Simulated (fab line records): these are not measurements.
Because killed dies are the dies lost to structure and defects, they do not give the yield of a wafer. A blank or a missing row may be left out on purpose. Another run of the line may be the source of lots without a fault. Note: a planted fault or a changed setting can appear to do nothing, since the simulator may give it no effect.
Struck lot and sound lot, side by side / flow sky130 / 38 steps out of a route of 708
Sound: the wafers L339.1, L339.4, L339.6. The struck wafers were L340.2, L340.3, L340.6. The cause is named last.
Per side, at each step with rows, come the tool, then ch with its chambers, and then its first start. Under that, the readings that differ: sound wafers / struck wafers / difference of the means / sigmas: that difference in standard deviations of wafers without a fault.
alike: a reading whose means differ by less than 2 such deviations, as well as words and numbers matching on both sides. not compared: withheld readings; readings where some wafer has no value; bounds like >300 that might hide an equal value; numbers whose values overlap and for which the record gives no deviation.
The two part at a step that has a row with sigmas, a row that says differs or no value, or rows on one side only. When numbers do not overlap yet have no deviation, they are printed without sigmas and do not part them. Lack of a reading on every wafer of one side parts them only where that side has two or more wafers.

first, 10 steps without rows for these wafers: SKY_VIA4_STRIP_14 (strips in post etch residue remover, time 1200 s); SKY_VIA4_CLEAN_15 (cleans in IPA, time 180 s); SKY_VIA4_CLEAN_16 (cleans in O3/DIW); SKY_VIA4_SPUTTER_17 (material TiN, target thk 20 nm, time 80 s); SKY_VIA4_CVD_18 (deposits W, target thk 505 nm, time 152.14 s); SKY_VIA4_CMP_21 (polishes, stops on SiO2, t overpolish 25 s, target thk 0 nm); SKY_METAL5_SPUTTER_00 (material Ti, target thk 15 nm, time 10 s); SKY_METAL5_SPUTTER_01 (material TiN, target thk 20 nm, time 16.7 s); SKY_METAL5_SPUTTER_02 (material AlCu, target thk 1150 nm, time 61.2 s); SKY_METAL5_SPUTTER_03 (material Ti, target thk 5 nm, time 3.3 s).
SKY_METAL5_SPUTTER_04: material TiN, target thk 70 nm, time 58.3 s.
  struck on pvdSputter-02, day 43 22:51; sound on pvdSputter-02, day 43 18:45
reading=model.TiN_of_METAL5_SPUTTER_04.thkNm (nm); sound=71.06 71.44 70.61; struck=58.1 58.43 58.44; difference=-12.7; sigmas=
  alike: throttleValvePct
then, 10 steps without rows for these wafers: SKY_METAL5_DEHYDRATE_07 (time 60 s); SKY_METAL5_HMDS_08 (prime time 60 s); SKY_METAL5_COAT_09 (resist thk 1800 nm); SKY_METAL5_SOFTBAKE_10 (time 60 s); SKY_METAL5_EXPOSE_11 (exposes mask MM5, target cd 1600 nm); SKY_METAL5_PEB_12; SKY_METAL5_DEVELOP_13 (develop time 60 s); SKY_METAL5_DESCUM_14 (chemistry O2, time 11 s); SKY_METAL5_METAL_ETCH_15 (etches the open film in Cl2/BCl3, stops on SiO2, target depth 1260 nm, time 252 s); SKY_METAL5_STRIP_16 (strips in O2/N2).
SKY_METAL5_STRIP_17: strips in post etch residue remover, time 1200 s.
  sound on wetBench-01 ch 3, day 44 17:42; struck on wetBench-01 ch 2, day 44 21:23
reading=model.TiN_of_METAL5_SPUTTER_04.thkNm (nm); sound=70.64 71.02 70.2; struck=57.67 58.01 58.02; difference=-12.72; sigmas=
  alike: bathHeatDutyPct
then, 11 steps without rows for these wafers: SKY_METAL5_CLEAN_18 (cleans in IPA, time 180 s); SKY_METAL5_CLEAN_19 (cleans in O3/DIW); SKY_PASSIVATION_CVD_00 (deposits SiO2, target thk 90 nm); SKY_PASSIVATION_CVD_02 (deposits Si3N4, target thk 540 nm); SKY_PASSIVATION_DEHYDRATE_04 (time 60 s); SKY_PASSIVATION_HMDS_05 (prime time 60 s); SKY_PASSIVATION_COAT_06 (resist thk 3000 nm); SKY_PASSIVATION_SOFTBAKE_07; SKY_PASSIVATION_EXPOSE_08 (exposes mask NSM, target cd 3000 nm); SKY_PASSIVATION_PEB_09; SKY_PASSIVATION_DEVELOP_10 (develop time 60 s).
SKY_PASSIVATION_ETCH_11: etches the open film in CF4/O2, stops on AlCu, target depth 725 nm, time 161.1 s.
  sound on rieDiel-04 ch 0,1,2, day 45 15:25; struck on rieDiel-03 ch 1,2,3, day 45 19:31
reading=oesProductAu (a.u.); sound=0.964 0.981 0.987; struck=0.954 0.948 0.974; difference=-0.019; sigmas=-3
reading=model.PASSIVATION.featureDepthNm (nm); sound=696.3 696.7 714.9; struck=674.5 675 684.4; difference=-24.7; sigmas=
  alike: drypumpMotorCurrentA, throttleValvePct
  not compared: rfHoursCounterH
then, 2 steps without rows for these wafers: SKY_PASSIVATION_STRIP_12 (strips in O2/N2); SKY_PAD_OPEN_DEHYDRATE_00 (time 60 s).
SKY_PAD_OPEN_ETCH_07: etches the open film in CF4/O2, stops on AlCu, target depth 725 nm, time 161.1 s.
  sound on rieDiel-04 ch 1,2,3, day 46 11:59; struck on rieDiel-02 ch 0,2, day 46 16:01
reading=oesProductAu (a.u.); sound=0.969 0.971 0.979; struck=0.954 0.947 0.969; difference=-0.016; sigmas=-2
reading=model.PAD_OPEN.featureDepthNm (nm); sound=696.3 696.7 714.9; struck=674.5 675 684.4; difference=-24.7; sigmas=
  alike: drypumpMotorCurrentA, throttleValvePct
  not compared: rfHoursCounterH
SKY_PAD_OPEN_PROBE_99:
  struck on prober-02, day 46 18:25; sound on prober-01, day 46 14:21
  alike: defectLimitedYield, killed_at_M0_to_M3, killed_at_M4_up, killedAtContacts, killedAtFrontEnd, killedAtOther, killedDies, killedOpen, killedShort, sort_bin_3_pad_short, sort_bin_5_function, sort_bin_6_memory, sortNPass, sortYieldPct

== WHERE THEY PART ==
Earliest at SKY_PASSIVATION_ETCH_11; latest, in this record, at SKY_PAD_OPEN_ETCH_07. Later steps at which nothing parts them and some readings are alike: SKY_PAD_OPEN_PROBE_99.

WHY: whatever the simulator had introduced
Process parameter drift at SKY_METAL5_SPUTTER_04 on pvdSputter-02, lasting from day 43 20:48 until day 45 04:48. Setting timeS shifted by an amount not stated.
